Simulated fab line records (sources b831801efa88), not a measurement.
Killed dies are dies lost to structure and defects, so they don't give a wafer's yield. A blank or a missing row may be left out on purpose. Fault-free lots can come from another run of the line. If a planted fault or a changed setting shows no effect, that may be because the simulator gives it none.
fab line records    flow sfqLine    part 1 of 2: steps 1 to 22 of 32
[record] lots = 5  wafers = 15  lastDay = 75
route steps=325 shown L0V@21 M0@28 I0@43
lots with no fault: from the same line, run without faults
startH: hours from the record's opening day to when the first of the lot's shown wafers began    waitH: how many hours have passed since the lot's step before this one    " identical to the entry in the row above    L1.1+2: a single row standing in for several wafers    - no value present, or no start provided    * or withheld: withheld    < > ~ a bound
route shown NAME@n: NAME is a module with steps in the file, n the number in the route of the first one    usual: the fault-free wafers' mean and standard deviation    same: alike in all rows    chamber/n: place in a boat    sites: per-site readings    _std_site: how widely they spread, as a standard deviation    _edge_site: mean of outer sites minus mean of inner sites    radiusMm: for every site, how far away it sits from the centre of the wafer    mask NAME#n: copy n    behind: the most recent tool/chamber to have shaped the wafer    hold: why the lot went on hold/how many hours it stayed there/how the hold came to an end    device: the transistor (n, p or np) that didn't switch    end of line: tests run on the same wafers once the route is complete    step lacking rows: just its recipe    killed: at the first sort, the dies lost to defects and structure; wafer yield is something else    map: a wafer's dies, marking killed ones x, the rest . and places with no die _
set.NAME: the setting the step ran with; set.NAME@STEP: the setting that earlier step ran with    model.NAME: the simulator's own value behind a step, which no gauge read
certain route steps with their lots: each step a table, each wafer a row
services: from which hour (startH, from the record's first day; less than 0 if before it) a tool's chamber was out of use, for how many hours, and why
[[steps]]
[step SFQ_TRILAYER_L0_VIA_LITHO_PEB_016]
[recipe] pebTempC = 115  pebTimeS = 60  resist = KrF
[usual] exhaustPa = 44.9/0.81  resistLineTempC = 22.96/0.1
lot.wafer  tool           chamber  startH  waitH  exhaustPa  resistLineTempC
L076.4     lithoTrack-04  0        106.64  0.5    44.7       22.93
L076.5     "              0        "       "      45.0       22.90
L076.6     "              0        "       "      43.6       22.93
L089.2     lithoTrack-01  0        197.89  0.8    43.9       22.84
L089.3     "              0        "       "      45.7       22.83
L089.5     "              0        "       "      44.4       22.74
L092.1     lithoTrack-04  0        215.86  1.0    44.2       23.02
L092.3     "              0        "       "      45.3       22.99
L092.6     "              0        "       "      45.8       22.98
L096.2     lithoTrack-01  0        238.86  0.8    44.4       23.00
L096.3     "              0        "       "      46.2       22.93
L096.6     "              0        "       "      44.0       22.86
L097.4     lithoTrack-01  0        245.66  0.5    45.0       22.97
L097.5     "              0        "       "      45.2       23.12
L097.6     "              0        "       "      43.8       22.97
[step SFQ_TRILAYER_L0_VIA_LITHO_DEVELOP_015]
[recipe] timeS = 60  resist = KrF
[usual] exhaustPa = 44.9/0.87  resistLineTempC = 23.00/0.1
lot.wafer  tool           chamber  startH  waitH  exhaustPa  resistLineTempC
L076.4     lithoTrack-04  0        106.79  0.1    44.9       23.04
L076.5     "              0        "       "      42.8       22.93
L076.6     "              0        "       "      43.0       22.93
L089.2     lithoTrack-01  0        198.04  0.1    44.7       22.92
L089.3     "              0        "       "      44.7       22.97
L089.5     "              0        "       "      44.6       22.84
L092.1     lithoTrack-04  0        216.01  0.1    44.5       23.08
L092.3     "              0        "       "      44.0       23.13
L092.6     "              0        "       "      45.7       23.09
L096.2     lithoTrack-01  0        239.01  0.1    45.8       22.96
L096.3     "              0        "       "      45.8       22.91
L096.6     "              0        "       "      46.0       22.93
L097.4     lithoTrack-01  0        245.81  0.1    44.9       23.01
L097.5     "              0        "       "      45.0       22.98
L097.6     "              0        "       "      43.8       23.01
[step SFQ_L0V_OVL_MEAS_903]
[usual] L0V_OVL = -5/6.1
lot.wafer  tool        chamber  startH  waitH  L0V_OVL[nm]
L076.4     overlay-02  -        106.88  0.1    -7
L076.5     "           -        "       "      -12
L076.6     "           -        "       "      1
L089.2     overlay-01  -        198.17  0.1    1
L089.3     "           -        "       "      -13
L089.5     "           -        "       "      -11
L092.1     overlay-02  -        216.16  0.1    -7
L092.3     "           -        "       "      -9
L092.6     "           -        "       "      -9
L096.2     overlay-02  -        239.14  0.1    8
L096.3     "           -        "       "      7
L096.6     "           -        "       "      1
L097.4     overlay-01  -        245.90  0.1    -10
L097.5     "           -        "       "      -6
L097.6     "           -        "       "      -9
[step SFQ_TRILAYER_L0_VIA_BARC_OPEN_VIA_ETCH_021]
[recipe] maskMaterial = PR  chemistry = O2  targetDepthNm = 125  target = BARC  sourceW = 500  biasW = 80  pressureMtorr = 30  timeS = 41.7
[usual] drypumpMotorCurrentA = 5.7/0.35  oesProductAu = 0.685/0.0046
lot.wafer  tool        chamber  startH  waitH  drypumpMotorCurrentA  oesProductAu  rfHoursCounterH
L076.4     rieDiel-03  3        106.90  0.0    6.2                   0.690         51
L076.5     "           0        "       "      6.0                   0.685         -
L076.6     "           1        "       "      5.4                   0.685         -
L089.2     rieDiel-03  0        198.20  0.0    6.0                   0.691         68
L089.3     "           3        "       "      6.2                   0.681         52
L089.5     "           3        "       "      6.2                   0.687         -
L092.1     rieDiel-01  2        216.20  0.0    5.6                   0.689         1
L092.3     "           0        "       "      5.2                   0.676         32
L092.6     "           0        "       "      5.2                   0.683         -
L096.2     rieDiel-03  1        239.17  0.0    5.4                   0.691         8
L096.3     "           3        "       "      6.2                   0.693         53
L096.6     "           3        "       "      6.2                   0.689         -
L097.4     rieDiel-01  3        245.92  0.0    5.4                   0.688         130
L097.5     "           1        "       "      5.1                   0.690         -
L097.6     "           2        "       "      5.6                   0.685         -
[step SFQ_TRILAYER_L0_VIA_ETCH_VIA_ETCH_016]
[recipe] target = SiO2  stopOn = MoNx_KI  maskMaterial = PR  chemistry = CHF3  targetDepthNm = 80  sourceW = 500  biasW = 80  pressureMtorr = 30  timeS = withheld
[usual] drypumpMotorCurrentA = 5.7/0.35  oesProductAu = 0.842/0.0075
lot.wafer  tool        chamber  startH  waitH  drypumpMotorCurrentA  oesProductAu
L076.4     rieDiel-03  3        106.94  0.0    6.2                   0.849
L076.5     "           0        "       "      6.0                   0.845
L076.6     "           1        "       "      5.4                   0.848
L089.2     rieDiel-03  0        198.24  0.0    6.0                   0.832
L089.3     "           3        "       "      6.2                   0.839
L089.5     "           3        "       "      6.2                   0.844
L092.1     rieDiel-01  2        216.24  0.0    5.7                   0.845
L092.3     "           0        "       "      5.2                   0.843
L092.6     "           0        "       "      5.2                   0.845
L096.2     rieDiel-03  1        239.21  0.0    5.5                   0.831
L096.3     "           3        "       "      6.2                   0.842
L096.6     "           3        "       "      6.2                   0.831
L097.4     rieDiel-01  3        245.96  0.0    5.4                   0.846
L097.5     "           1        "       "      5.1                   0.838
L097.6     "           2        "       "      5.7                   0.846
[step SFQ_TRILAYER_L0_VIA_STRIP_STRIP_017]
[recipe] gas = O2  powerW = 200  platenTempC = 40  overashFraction = 0.65  chemistry = O2  pressureMtorr = 50
[usual] drypumpMotorCurrentA = 5.89/0.18  oesProductAu = 0.997/0.0081
lot.wafer  tool         chamber  startH  waitH  drypumpMotorCurrentA  oesProductAu  rfHoursCounterH
L076.4     rieMetal-03  1        107.19  -      5.94                  0.993         -
L076.5     "            0        "       "      5.89                  1.006         -
L076.6     "            1        "       "      5.95                  1.000         -
L089.2     rieMetal-03  1        198.28  -      5.93                  0.998         119
L089.3     "            1        "       "      5.93                  1.001         -
L089.5     "            0        "       "      5.85                  1.002         -
L092.1     rieMetal-01  1        216.28  -      5.85                  0.987         19
L092.3     "            1        "       "      5.83                  0.986         -
L092.6     "            1        "       "      5.84                  0.999         -
L096.2     rieMetal-01  1        239.26  -      5.89                  0.993         23
L096.3     "            0        "       "      5.76                  0.990         -
L096.6     "            1        "       "      5.84                  0.986         -
L097.4     rieMetal-03  0        246.21  -      5.86                  0.990         -
L097.5     "            0        "       "      5.86                  0.999         -
L097.6     "            1        "       "      5.96                  0.990         -
[step SFQ_TRILAYER_L0_VIA_STRIP_SOLV_CLEAN_018]
[recipe] chemistry = NMP  tempC = 70  timeS = 600
[usual] bathGuardTempC = 70.0/0.5
lot.wafer  tool         chamber  startH  waitH  bathGuardTempC
L076.4     wetBench-01  3        107.59  0.2    69.6
L076.5     "            7        "       "      70.3
L076.6     "            6        "       "      70.0
L089.2     wetBench-03  0        198.88  0.4    70.4
L089.3     "            1        "       "      69.9
L089.5     "            2        "       "      70.6
L092.1     wetBench-04  4        216.88  0.4    69.6
L092.3     "            5        "       "      69.0
L092.6     "            2        "       "      69.8
L096.2     wetBench-01  4        239.86  0.4    70.5
L096.3     "            6        "       "      69.8
L096.6     "            5        "       "      69.1
L097.4     wetBench-03  1        246.61  0.2    69.2
L097.5     "            5        "       "      70.1
L097.6     "            2        "       "      70.3
[step SFQ_TRILAYER_M0_DEP_PRE_CLEAN_020]
[recipe] gas = Ar  timeS = 15  biasV = 250
lot.wafer   tool           chamber  startH  waitH
L076.4+5+6  pvdSputter-04  -        107.77  0.0
L089.2+3+5  pvdSputter-03  -        199.06  0.0
L092.1+3+6  pvdSputter-03  -        217.06  0.0
L096.2+3+6  pvdSputter-05  -        240.03  0.0
L097.4+5+6  pvdSputter-05  -        246.78  0.0
[step SFQ_TRILAYER_M0_DEP_SPUTTER_019]
[recipe] material = Nb  basePressurePa = 1.33e-06  chamberPressurePa = 0.1333  substrateTempC = 20  resputterCathodeVoltageV = 400  targetThkNm = 200  powerW = 2000  timeS = 133.3
[usual] throttleValvePct = 30.0/0.66
lot.wafer  tool           chamber  startH  waitH  throttleValvePct
L076.4     pvdSputter-04  -        107.83  0.0    31.1
L076.5     "              -        "       "      29.8
L076.6     "              -        "       "      30.2
L089.2     pvdSputter-03  -        199.08  0.0    29.8
L089.3     "              -        "       "      28.9
L089.5     "              -        "       "      29.2
L092.1     pvdSputter-03  -        217.08  0.0    30.0
L092.3     "              -        "       "      29.2
L092.6     "              -        "       "      29.9
L096.2     pvdSputter-05  -        240.06  0.0    31.0
L096.3     "              -        "       "      30.0
L096.6     "              -        "       "      30.9
L097.4     pvdSputter-05  -        246.81  0.0    30.1
L097.5     "              -        "       "      30.9
L097.6     "              -        "       "      29.9
[step SFQ_M0_RS_MEAS_904]
[recipe] thkMeasGauge = four-point-probe  reads = Nb_of_TRILAYER_M0_DEP_SPUTTER_019
[usual] M0_NB_RS = 0.886/0.011
lot.wafer  tool          chamber  startH  waitH  M0_NB_RS[ohm/sq]
L076.4     filmMetro-02  -        107.94  0.1    0.875
L076.5     "             -        "       "      0.886
L076.6     "             -        "       "      0.862
L089.2     filmMetro-03  -        199.19  0.1    0.880
L089.3     "             -        "       "      0.883
L089.5     "             -        "       "      0.891
L092.1     filmMetro-01  -        217.17  0.0    0.892
L092.3     "             -        "       "      0.893
L092.6     "             -        "       "      0.892
L096.2     filmMetro-02  -        240.17  0.1    0.875
L096.3     "             -        "       "      0.890
L096.6     "             -        "       "      0.880
L097.4     filmMetro-01  -        246.96  0.1    0.875
L097.5     "             -        "       "      0.878
L097.6     "             -        "       "      0.874
[step SFQ_TRILAYER_M0_LITHO_COAT_026]
[recipe] resist = BARC  spinRpm = 3000  resistThkNm = 62
[usual] exhaustPa = 45.1/0.92  resistLineTempC = 23.01/0.1
lot.wafer  tool           chamber  startH  waitH  exhaustPa  resistLineTempC
L076.4     lithoTrack-03  0        108.42  0.4    45.9       23.03
L076.5     "              0        "       "      45.5       22.99
L076.6     "              0        "       "      45.5       23.08
L089.2     lithoTrack-03  0        199.40  0.1    45.3       23.00
L089.3     "              0        "       "      43.7       23.09
L089.5     "              0        "       "      44.8       22.95
L092.1     lithoTrack-01  0        217.35  0.1    45.8       22.95
L092.3     "              0        "       "      45.0       23.07
L092.6     "              0        "       "      45.5       22.92
L096.2     lithoTrack-03  0        240.38  0.1    46.1       23.00
L096.3     "              0        "       "      44.5       22.85
L096.6     "              0        "       "      46.7       22.69
L097.4     lithoTrack-03  0        247.23  0.2    43.7       22.91
L097.5     "              0        "       "      43.1       22.90
L097.6     "              0        "       "      42.5       22.96
[step SFQ_TRILAYER_M0_LITHO_COAT_021]
[recipe] resist = KrF  spinRpm = 3000  resistThkNm = 600
[usual] exhaustPa = 45.1/0.89  resistLineTempC = 23.00/0.12
lot.wafer  tool           chamber  startH  waitH  exhaustPa  resistLineTempC
L076.4     lithoTrack-03  0        108.72  0.2    44.1       23.12
L076.5     "              0        "       "      45.3       23.10
L076.6     "              0        "       "      45.4       23.13
L089.2     lithoTrack-03  0        199.70  0.2    46.2       22.93
L089.3     "              0        "       "      46.3       23.00
L089.5     "              0        "       "      47.6       22.95
L092.1     lithoTrack-01  0        217.65  0.2    43.5       22.76
L092.3     "              0        "       "      45.9       22.93
L092.6     "              0        "       "      44.9       22.86
L096.2     lithoTrack-03  0        240.68  0.2    46.6       23.03
L096.3     "              0        "       "      45.8       23.03
L096.6     "              0        "       "      45.7       22.74
L097.4     lithoTrack-03  0        247.53  0.2    43.5       23.00
L097.5     "              0        "       "      45.6       22.66
L097.6     "              0        "       "      44.4       22.87
[step SFQ_TRILAYER_M0_LITHO_SOFTBAKE_025]
[recipe] tempC = withheld  timeS = withheld  resist = KrF
[usual] exhaustPa = 45.2/0.89  resistLineTempC = *
lot.wafer  tool           chamber  startH  waitH  exhaustPa  resistLineTempC
L076.4     lithoTrack-03  0        108.95  0.2    44.6       *
L076.5     "              0        "       "      44.7       *
L076.6     "              0        "       "      45.8       *
L089.2     lithoTrack-03  0        199.98  0.2    45.1       *
L089.3     "              0        "       "      45.1       *
L089.5     "              0        "       "      45.3       *
L092.1     lithoTrack-01  0        217.95  0.2    44.8       *
L092.3     "              0        "       "      45.5       *
L092.6     "              0        "       "      44.9       *
L096.2     lithoTrack-03  0        240.95  0.2    44.4       *
L096.3     "              0        "       "      45.4       *
L096.6     "              0        "       "      44.8       *
L097.4     lithoTrack-03  0        247.75  0.2    46.1       *
L097.5     "              0        "       "      46.0       *
L097.6     "              0        "       "      45.9       *
[step SFQ_TRILAYER_M0_LITHO_EXPOSE_022]
[recipe] maskId = M0  na = 0.6  sourceShape = conventional  sigmaOuter = 0.65  targetCdNm = 500  doseMj = 14.4
lot.wafer   tool           chamber  startH  waitH  mask
L076.4+5+6  krfScanner-01  0        157.02  -      M0#0
L089.2+3+5  krfScanner-01  0        251.03  -      M0#0
L092.1+3+6  krfScanner-01  0        272.53  -      M0#0
L096.2+3+6  krfScanner-01  0        298.19  -      M0#0
L097.4+5+6  krfScanner-01  0        305.79  -      M0#0
[step SFQ_TRILAYER_M0_LITHO_PEB_024]
[recipe] pebTempC = 115  pebTimeS = 60  resist = KrF
[usual] exhaustPa = 45.1/0.96  resistLineTempC = 23.00/0.11
lot.wafer  tool           chamber  startH  waitH  exhaustPa  resistLineTempC
L076.4     lithoTrack-03  0        157.69  0.5    45.1       23.00
L076.5     "              0        "       "      44.5       22.97
L076.6     "              0        "       "      44.8       22.89
L089.2     lithoTrack-01  0        252.05  0.8    44.4       23.08
L089.3     "              0        "       "      43.9       23.05
L089.5     "              0        "       "      46.5       23.19
L092.1     lithoTrack-03  0        273.73  1.0    46.6       23.08
L092.3     "              0        "       "      47.1       23.03
L092.6     "              0        "       "      45.0       23.00
L096.2     lithoTrack-02  0        299.22  0.8    45.1       22.87
L096.3     "              0        "       "      46.2       22.77
L096.6     "              0        "       "      45.6       22.78
L097.4     lithoTrack-02  0        306.47  0.5    45.0       23.09
L097.5     "              0        "       "      45.0       23.00
L097.6     "              0        "       "      45.1       22.94
[step SFQ_TRILAYER_M0_LITHO_DEVELOP_023]
[recipe] timeS = 60  resist = KrF
[usual] exhaustPa = 45.0/0.98  resistLineTempC = 23.01/0.12
lot.wafer  tool           chamber  startH  waitH  exhaustPa  resistLineTempC
L076.4     lithoTrack-03  0        157.84  0.1    45.8       22.82
L076.5     "              0        "       "      45.0       22.97
L076.6     "              0        "       "      44.7       23.09
L089.2     lithoTrack-01  0        252.20  0.1    44.3       22.87
L089.3     "              0        "       "      44.8       22.98
L089.5     "              0        "       "      46.2       23.17
L092.1     lithoTrack-03  0        273.88  0.1    45.4       23.32
L092.3     "              0        "       "      45.2       22.99
L092.6     "              0        "       "      44.2       22.97
L096.2     lithoTrack-02  0        299.37  0.1    44.9       23.06
L096.3     "              0        "       "      45.5       22.86
L096.6     "              0        "       "      46.6       22.86
L097.4     lithoTrack-02  0        306.62  0.1    45.2       23.03
L097.5     "              0        "       "      43.9       22.94
L097.6     "              0        "       "      44.7       23.07
[step SFQ_M0_OVL_MEAS_906]
[usual] M0_OVL = -1/4.4
lot.wafer  tool        chamber  startH  waitH  M0_OVL[nm]
L076.4     overlay-02  -        157.93  0.1    2
L076.5     "           -        "       "      8
L076.6     "           -        "       "      0
L089.2     overlay-02  -        252.33  0.1    -12
L089.3     "           -        "       "      -7
L089.5     "           -        "       "      -5
L092.1     overlay-02  -        274.03  0.1    2
L092.3     "           -        "       "      5
L092.6     "           -        "       "      1
L096.2     overlay-02  -        299.50  0.1    -9
L096.3     "           -        "       "      -5
L096.6     "           -        "       "      -8
L097.4     overlay-01  -        306.71  0.1    -11
L097.5     "           -        "       "      0
L097.6     "           -        "       "      -3
[step SFQ_TRILAYER_M0_BARC_OPEN_METAL_ETCH_031]
[recipe] maskMaterial = PR  chemistry = O2  targetDepthNm = 125  target = BARC  icpW = 600  biasW = 80  pressureMtorr = 10  timeS = 41.7
[usual] drypumpMotorCurrentA = 5.9/0.36  oesProductAu = 0.684/0.0043
lot.wafer  tool         chamber  startH  waitH  drypumpMotorCurrentA  oesProductAu  rfHoursCounterH
L076.4     rieMetal-04  0        157.97  0.0    6.4                   0.684         -
L076.5     "            1        "       "      5.5                   0.686         -
L076.6     "            0        "       "      6.4                   0.681         -
L089.2     rieMetal-04  0        252.36  0.0    6.4                   0.685         177
L089.3     "            0        "       "      6.4                   0.680         -
L089.5     "            0        "       "      6.4                   0.688         -
L092.1     rieMetal-01  1        274.06  0.0    5.8                   0.671         29
L092.3     "            0        "       "      5.8                   0.687         -
L092.6     "            1        "       "      5.9                   0.689         -
L096.2     rieMetal-04  0        299.53  0.0    6.4                   0.687         187
L096.3     "            1        "       "      5.4                   0.680         -
L096.6     "            0        "       "      6.4                   0.678         -
L097.4     rieMetal-03  1        306.75  0.0    5.9                   0.685         -
L097.5     "            1        "       "      6.0                   0.687         -
L097.6     "            0        "       "      5.9                   0.679         -
[step SFQ_TRILAYER_M0_ETCH_METAL_ETCH_024]
[recipe] target = Nb  stopOn = SiO2  maskMaterial = PR  chemistry = Cl2/Ar  targetDepthNm = 240  icpW = 600  biasW = 80  pressureMtorr = 10  timeS = 120
[usual] drypumpMotorCurrentA = 5.9/0.36  oesProductAu = 0.895/0.0075
lot.wafer  tool         chamber  startH  waitH  drypumpMotorCurrentA  oesProductAu  rfHoursCounterH
L076.4     rieMetal-04  0        158.05  0.1    6.4                   0.901         -
L076.5     "            1        "       "      5.4                   0.888         -
L076.6     "            0        "       "      6.4                   0.905         -
L089.2     rieMetal-04  0        252.42  0.0    6.4                   0.903         177
L089.3     "            0        "       "      6.4                   0.897         -
L089.5     "            0        "       "      6.4                   0.895         -
L092.1     rieMetal-01  1        274.12  0.0    5.8                   0.886         29
L092.3     "            0        "       "      5.8                   0.889         -
L092.6     "            1        "       "      5.9                   0.887         -
L096.2     rieMetal-04  0        299.59  0.0    6.4                   0.904         187
L096.3     "            1        "       "      5.4                   0.889         -
L096.6     "            0        "       "      6.4                   0.896         -
L097.4     rieMetal-03  1        306.83  0.1    6.0                   0.899         -
L097.5     "            1        "       "      6.0                   0.901         -
L097.6     "            0        "       "      5.9                   0.905         -
[step SFQ_TRILAYER_M0_STRIP_STRIP_025]
[recipe] gas = O2  powerW = 200  platenTempC = 40  overashFraction = 0.65  chemistry = O2  pressureMtorr = 50
[usual] drypumpMotorCurrentA = 5.9/0.36  oesProductAu = 1.002/0.0082
lot.wafer  tool         chamber  startH  waitH  drypumpMotorCurrentA  oesProductAu  rfHoursCounterH
L076.4     rieMetal-04  0        158.34  0.2    6.4                   1.001         -
L076.5     "            1        "       "      5.4                   1.004         -
L076.6     "            0        "       "      6.4                   1.010         -
L089.2     rieMetal-04  0        252.55  0.1    6.4                   1.005         177
L089.3     "            0        "       "      6.4                   0.999         -
L089.5     "            0        "       "      6.4                   1.003         -
L092.1     rieMetal-01  1        274.25  0.1    5.8                   1.002         29
L092.3     "            0        "       "      5.8                   1.001         -
L092.6     "            1        "       "      5.8                   1.006         -
L096.2     rieMetal-04  0        299.71  0.1    6.4                   1.005         188
L096.3     "            1        "       "      5.5                   1.005         -
L096.6     "            0        "       "      6.4                   1.009         -
L097.4     rieMetal-03  1        307.11  0.2    6.0                   1.005         -
L097.5     "            1        "       "      5.9                   1.000         -
L097.6     "            0        "       "      5.9                   0.995         -
[step SFQ_TRILAYER_M0_STRIP_SOLV_CLEAN_026]
[recipe] chemistry = NMP  tempC = 70  timeS = 600
[usual] bathGuardTempC = 69.9/0.5
lot.wafer  tool         chamber  startH  waitH  bathGuardTempC
L076.4     wetBench-03  6        158.74  0.2    68.8
L076.5     "            2        "       "      70.5
L076.6     "            1        "       "      69.3
L089.2     wetBench-03  0        253.15  0.4    70.7
L089.3     "            5        "       "      69.6
L089.5     "            1        "       "      69.4
L092.1     wetBench-02  6        274.85  0.4    69.6
L092.3     "            5        "       "      69.4
L092.6     "            2        "       "      70.0
L096.2     wetBench-03  3        300.31  0.4    69.5
L096.3     "            4        "       "      69.6
L096.6     "            7        "       "      70.2
L097.4     wetBench-02  6        307.51  0.2    69.8
L097.5     "            3        "       "      69.5
L097.6     "            5        "       "      69.7
[step SFQ_TRILAYER_I0_DEP_PECVD_027]
[recipe] material = SiO2  tempC = 150  timeS = 111.11  pressureTorr = 2.4  rfW = 183.3  precursor = SiH4/N2O  targetThkNm = 500
[usual] chamberPressureTorr = 2.400/0.0056  heaterPowerOuterW = 31/9.9  heaterPowerW = 81/11  throttleValvePct = 24.0/1.2
lot.wafer  tool      chamber  startH  waitH  chamberPressureTorr  heaterPowerOuterW  heaterPowerW  throttleValvePct
L076.4     pecvd-04  1        159.13  0.0    2.403                38                 81            24.2
L076.5     "         2        "       "      2.401                14                 65            22.2
L076.6     "         0        "       "      2.404                26                 82            24.8
L089.2     pecvd-01  0        253.32  0.0    2.403                31                 77            25.6
L089.3     "         1        "       "      2.396                33                 83            24.0
L089.5     "         1        "       "      2.394                35                 85            24.0
L092.1     pecvd-04  0        275.02  0.0    2.401                28                 84            25.3
L092.3     "         2        "       "      2.390                18                 69            22.5
L092.6     "         1        "       "      2.405                45                 93            24.3
L096.2     pecvd-04  1        300.49  0.0    2.396                47                 91            23.9
L096.3     "         2        "       "      2.392                11                 62            22.4
L096.6     "         2        "       "      2.392                13                 63            22.4
L097.4     pecvd-01  1        307.90  0.0    2.400                28                 78            24.3
L097.5     "         2        "       "      2.404                27                 74            25.2
L097.6     "         1        "       "      2.394                31                 81            24.0
